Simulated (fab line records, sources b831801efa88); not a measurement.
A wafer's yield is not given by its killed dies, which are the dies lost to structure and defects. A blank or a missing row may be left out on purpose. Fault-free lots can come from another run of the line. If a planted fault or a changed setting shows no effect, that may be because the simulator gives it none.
Which tool is to blame?	flow gf180mcu	6 lots with 18 wafers sampled at 2 steps, on a route of 602 steps

WHAT EACH GAUGE READ, for each wafer
GF_HV_LDD_THK_MEAS_57.
lot	measured	on	HV_LDD_CVD_56_THK (nm)
L211	day 13 03:26	film_metro-03	89.3 89.9 88.7
L216	day 14 17:59	film_metro-04	89.3 89.8 90.6
L220	day 16 03:16	film_metro-03	87.2 86.7 86.6
L226	day 18 04:50	film_metro-03	90.1 90.7 90.0
L229	day 19 13:54	film_metro-04	90.7 91.2 90.6
L231	day 20 06:26	film_metro-03	89.5 89.4 89.5

EACH LOT AND THE TOOL THAT RAN IT (in order: tool; ch and the chambers of the sampled wafers; start)
lot	GF_HV_LDD_CVD_56
L211	lpcvd-01 ch 1, day 13 02:01
L216	lpcvd-02 ch 0, day 14 16:33
L220	lpcvd-01 ch 1, day 16 01:49
L226	lpcvd-02 ch 1, day 18 03:25
L229	lpcvd-02 ch 0, day 19 12:28
L231	lpcvd-01 ch 0, day 20 05:00
- GF_HV_LDD_CVD_56: deposits Si3N4 from DCS/NH3, target thk 90 nm, time 1543 s.

THE ANSWER, worked out from the rows above alone
Rule: usual is defined by the lots themselves. The widest of any qualifying gaps counts: lots, ordered by their means at a reading, are off when they make up no more than a third of the lots, leave a main group of 4 or more, and stand apart from it by 3 or more times the standard deviation of that group's means. The tables above print the reading to a certain number of digits; a main group whose means all agree to those digits is not used. Also off: a lot with no number at a reading for which 4 or more lots have one. All remaining lots with rows at the step are treated as sound.
Off: L220, at GF_HV_LDD_THK_MEAS_57 (HV_LDD_CVD_56_THK). Mean 90.0 nm and standard deviation 0.55 in the main group.
If a tool, at a process step before that reading, ran all the lots that are off and no sound lot after the first of them, it fits. The gauges at GF_HV_LDD_THK_MEAS_57 are tried like those tools. No candidate that was tried fits.

WHAT WAS PUT IN BY THE SIMULATOR
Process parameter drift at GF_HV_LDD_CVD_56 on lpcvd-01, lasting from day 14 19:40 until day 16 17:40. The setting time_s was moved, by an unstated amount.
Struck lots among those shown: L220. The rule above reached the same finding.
